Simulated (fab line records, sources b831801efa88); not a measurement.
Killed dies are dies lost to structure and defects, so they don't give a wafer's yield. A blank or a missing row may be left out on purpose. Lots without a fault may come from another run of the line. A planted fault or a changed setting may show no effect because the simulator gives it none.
Which tool did it? | flow gf180mcu | 14 lots, 42 wafers sampled, at 4 steps of a route of 602

WHAT THE GAUGES READ, wafer by wafer
GF_STI_THK_MEAS_30. Usual: STI_OXIDATION_02_THK 9.94 nm, standard deviation 0.19.
lot  | measured    | on            | STI_OXIDATION_02_THK (nm) | flag
L760 | day 2 06:36 | film_metro-01 | 10.24 10.10 9.94          |
L761 | day 2 12:30 | film_metro-03 | 9.96 10.04 10.15          |
L762 | day 2 17:36 | film_metro-03 | 10.26 10.34 10.14         |
L763 | day 2 21:36 | film_metro-02 | 9.84 9.94 9.77            |
L770 | day 4 08:49 | film_metro-03 | 9.71 9.82 9.80            |
L771 | day 4 13:44 | film_metro-03 | 10.04 10.06 9.84          |
L774 | day 5 07:17 | film_metro-01 | 9.75 9.67 9.51            |
L775 | day 5 12:59 | film_metro-03 | 10.21 10.12 10.12         |
L777 | day 6 00:16 | film_metro-01 | 9.97 9.64 9.66            |
L778 | day 6 05:43 | film_metro-03 | 9.64 9.45 9.49            |
L779 | day 6 09:23 | film_metro-01 | 9.95 9.96 9.80            |
L780 | day 6 12:55 | film_metro-01 | 10.02 10.01 10.28         |
L781 | day 6 17:38 | film_metro-02 | 9.91 9.94 9.72            |
L782 | day 7 01:55 | film_metro-01 | 9.79 9.88 9.99            |

GF_V1_THK_MEAS_03. Usual: V1_CVD_02_THK 890 nm, standard deviation 11.
lot  | measured     | on            | V1_CVD_02_THK (nm) | flag
L760 | day 16 21:32 | film_metro-02 | 888 895 900        |
L761 | day 17 13:52 | film_metro-03 | 887 884 892        |
L762 | day 17 23:00 | film_metro-02 | 857 863 889        |
L763 | day 18 02:14 | film_metro-03 | 884 883 889        |
L770 | day 20 23:32 | film_metro-02 | 894 876 898        |
L771 | day 21 04:03 | film_metro-03 | 883 893 896        |
L774 | day 22 12:04 | film_metro-03 | 886 904 898        |
L775 | day 22 18:29 | film_metro-03 | 885 890 896        |
L777 | day 23 13:14 | film_metro-03 | 897 906 900        |
L778 | day 23 21:11 | film_metro-03 | 886 875 903        |
L779 | day 24 03:51 | film_metro-01 | 874 897 896        |
L780 | day 24 07:09 | film_metro-03 | 882 881 890        |
L781 | day 24 18:24 | film_metro-03 | 902 892 912        |
L782 | day 25 02:45 | film_metro-02 | 887 903 901        |

WHICH TOOL RAN EACH LOT (tool, then ch and the chambers of the sampled wafers, then the start)
lot  | GF_HV_LDD_IMPLANT_48            | GF_PSD_STRIP_10
L760 | implanter-04 ch 0, day 12 04:54 | plasma_asher-01 ch 0,1, day 14 00:30
L761 | implanter-04 ch 0, day 12 18:18 | plasma_asher-02 ch 0,1, day 14 15:16
L762 | implanter-04 ch 0, day 13 02:30 | plasma_asher-01 ch 0,1, day 14 23:26
L763 | implanter-03 ch 0, day 13 05:59 | plasma_asher-01 ch 0,1, day 15 02:56
L770 | implanter-04 ch 0, day 15 18:28 | plasma_asher-03 ch 0,1, day 17 19:18
L771 | implanter-04 ch 0, day 15 20:03 | plasma_asher-02 ch 0,1, day 17 22:09
L774 | implanter-01 ch 0, day 17 06:25 | plasma_asher-02 ch 0,1, day 19 09:26
L775 | implanter-01 ch 0, day 17 12:16 | plasma_asher-03 ch 0,1, day 19 16:02
L777 | implanter-01 ch 0, day 18 05:20 | plasma_asher-01 ch 0,1, day 20 10:19
L778 | implanter-04 ch 0, day 18 13:12 | plasma_asher-03 ch 0,1, day 20 18:09
L779 | implanter-01 ch 0, day 18 18:35 | plasma_asher-03 ch 0,1, day 21 00:29
L780 | implanter-04 ch 0, day 19 02:44 | plasma_asher-01 ch 0,1, day 21 06:00
L781 | implanter-01 ch 0, day 19 14:05 | plasma_asher-01 ch 0,1, day 21 17:51
L782 | implanter-04 ch 0, day 19 21:58 | plasma_asher-03 ch 0,1, day 22 01:39
- GF_HV_LDD_IMPLANT_48
- GF_PSD_STRIP_10: strips in O2/N2.

WHAT THE TOOLS THEMSELVES READ (means of the sampled wafers that have a number; where no wafer has one, the mark that the record gives instead)
GF_HV_LDD_IMPLANT_48. Usual: dose_ions_cm2 3e+13, standard deviation 3.3e+10; faraday_current_uA 169, standard deviation 3.5.
lot  | tool         | dose_ions_cm2 | faraday_current_uA | flag
L760 | implanter-04 | 3e+13         | 167                |
L761 | implanter-04 | 3e+13         | 172                |
L762 | implanter-04 | 3e+13         | 167                |
L763 | implanter-03 | 3e+13         | 167                |
L770 | implanter-04 | 3e+13         | 163                |
L771 | implanter-04 | 3e+13         | 163                |
L774 | implanter-01 | 3e+13         | 164                |
L775 | implanter-01 | 3e+13         | 172                |
L777 | implanter-01 | 3e+13         | 173                |
L778 | implanter-04 | 3e+13         | 170                |
L779 | implanter-01 | 3e+13         | 169                |
L780 | implanter-04 | 3e+13         | 171                |
L781 | implanter-01 | 3e+13         | 167                |
L782 | implanter-04 | 3e+13         | 169                |

GF_PSD_STRIP_10. Usual: drypump_motor_current_A 5.9 A, standard deviation 0.55; heater_power_w 331 W, standard deviation 37; oes_product_au 0.592 a.u., standard deviation 0.0042; strip_time_to_endpoint_s 16.53 s, standard deviation 0.039.
lot  | tool            | drypump_motor_current_A (A) | heater_power_w (W) | oes_product_au (a.u.) | strip_time_to_endpoint_s (s) | flag
L760 | plasma_asher-01 | 5.0                         | 336                | 0.592                 | 16.56                        |
L761 | plasma_asher-02 | 6.2                         | 309                | 0.594                 | 16.55                        |
L762 | plasma_asher-01 | 5.0                         | 332                | 0.596                 | 16.55                        |
L763 | plasma_asher-01 | 5.0                         | 332                | 0.588                 | 16.57                        |
L770 | plasma_asher-03 | 6.3                         | 367                | 0.587                 | 16.55                        |
L771 | plasma_asher-02 | 6.1                         | 316                | 0.593                 | 16.49                        |
L774 | plasma_asher-02 | 6.0                         | 317                | 0.597                 | 16.46                        |
L775 | plasma_asher-03 | 6.2                         | 336                | 0.593                 | 16.57                        |
L777 | plasma_asher-01 | 5.3                         | 318                | 0.596                 | 16.55                        |
L778 | plasma_asher-03 | 6.2                         | 327                | 0.594                 | 16.48                        |
L779 | plasma_asher-03 | 6.4                         | 366                | 0.591                 | 16.47                        |
L780 | plasma_asher-01 | 5.2                         | 320                | 0.594                 | 16.54                        |
L781 | plasma_asher-01 | 5.0                         | 330                | 0.597                 | 16.51                        |
L782 | plasma_asher-03 | 6.2                         | 333                | 0.589                 | 16.48                        |

THE ANSWER, worked out from the rows above alone
Rule: a lot is off if the mean of its wafers that have a number lies more than 3 standard deviations from the usual mean. A lot without any number at a reading at which 4 lots or more have one is off too. The other lots that the step has rows for count as sound. The gauges are gone through in route order, then the tools' own readings, and for those a lot's mean is taken as printed above. The first step at which some lot is off is used, and at that step the reading that is off furthest; a lot without a number counts as furthest.
No lot is off at any reading shown: from this, nothing can be told.

WHAT THE SIMULATOR HAD PUT IN
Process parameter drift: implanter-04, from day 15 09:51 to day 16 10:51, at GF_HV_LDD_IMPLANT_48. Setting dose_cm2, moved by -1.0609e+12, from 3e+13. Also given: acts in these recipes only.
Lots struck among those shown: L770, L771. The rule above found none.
